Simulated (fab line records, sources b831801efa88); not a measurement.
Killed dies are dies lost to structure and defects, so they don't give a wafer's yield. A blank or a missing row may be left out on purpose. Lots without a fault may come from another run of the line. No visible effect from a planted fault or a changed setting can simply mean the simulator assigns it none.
Chamber matching ; flow sky130 ; SKY_CAPM_CVD_00 on pecvd-02 has 3 sister chambers
The step deposits SiO2, target thk 15.5 nm. 3 wafers are shown with their chamber, then 11 later ones without.

## WAFERS PAIRED WITH THEIR CHAMBERS
wafer;chamber;heaterPowerW (W)
L091.2;2;793
L091.3;1;713
L091.4;0;804

## WAFERS WHOSE CHAMBER IS MISSING
wafer;heaterPowerW (W)
L091.5;797
L091.6;726
L095.1;777
L095.2;800
L095.5;800
L095.3;782
L095.4;793
L095.6;776
L097.2;737
L097.3;758
L097.5;816

## CHAMBER TAKEN BY EACH
wafer;from the rows above;in truth
L091.5;can't be placed: 2 or 0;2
L091.6;1;1
L095.1;can't be placed: 2 or 0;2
L095.2;can't be placed: 0 or 2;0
L095.5;can't be placed: 0 or 2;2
L095.3;can't be placed: 2 or 0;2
L095.4;can't be placed: 2 or 0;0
L095.6;can't be placed: 2 or 0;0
L097.2;can't be placed: 1 or 2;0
L097.3;can't be placed: 2 or 1 or 0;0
L097.5;can't be placed: 0 or 2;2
Correctly placed: 1 of 11. Can't be placed from these rows: 10 (the true chamber is among the candidates in 9). Wrongly placed: 0.
How it was worked out, from the rows above alone: a wafer's distance from a chamber is the root of the sum, over the readings, of the square of ((its reading less the chamber's mean) divided by the reading's scatter). The wafer belongs to the nearest chamber; if the next one is less than 2 further off, it can't be placed. The mean given for a chamber averages the wafers shown for that chamber. The scatter: with one shown wafer a chamber, the root of the mean of the squares of how far each hidden wafer lies from its nearest shown one.
